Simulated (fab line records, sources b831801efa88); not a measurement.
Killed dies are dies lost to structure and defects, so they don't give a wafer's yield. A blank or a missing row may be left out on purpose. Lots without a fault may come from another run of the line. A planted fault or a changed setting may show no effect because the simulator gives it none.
Chamber matching | flow sky130 | SKY_VIA2_CMP_02 on cmp-02: 4 sister chambers
The step polishes SiO2. 4 wafers are shown with their chamber, then 7 later ones without.

WAFERS WITH THEIR CHAMBER
wafer  | chamber | motor_current_A (A)
L198.6 | 0       | 11.5
L209.3 | 3       | 11.7
L217.3 | 1       | 11.1
L217.5 | 2       | 14.3

WAFERS WITHOUT THEIR CHAMBER
wafer  | motor_current_A (A)
L217.6 | 11.7
L218.1 | 11.5
L218.4 | 12.6
L218.5 | 11.0
L219.2 | 11.9
L219.4 | 11.7
L219.5 | 14.5

WHICH CHAMBER EACH WENT THROUGH
wafer  | from the rows above          | in truth
L217.6 | can't be placed: 3 or 0 or 1 | 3
L218.1 | can't be placed: 0 or 3 or 1 | 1
L218.4 | can't be placed: 3 or 0 or 1 | 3
L218.5 | can't be placed: 1 or 0 or 3 | 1
L219.2 | can't be placed: 3 or 0 or 1 | 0
L219.4 | can't be placed: 3 or 0 or 1 | 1
L219.5 | 2                            | 2
Placed correctly: 1 of 7. Can't be placed from these rows: 6 (the true chamber is among the candidates in 6). Placed wrongly: 0.
How it was worked out, from the rows above alone: a wafer's distance from a chamber is the root of the sum, over the readings, of the square of ((its reading less the chamber's mean) divided by the reading's scatter). The wafer belongs to the nearest chamber; if the next one is less than 2 further off, it can't be placed. A chamber's mean is the mean of its shown wafers. The scatter: with one shown wafer a chamber, the root of the mean of the squares of how far each hidden wafer lies from its nearest shown one.
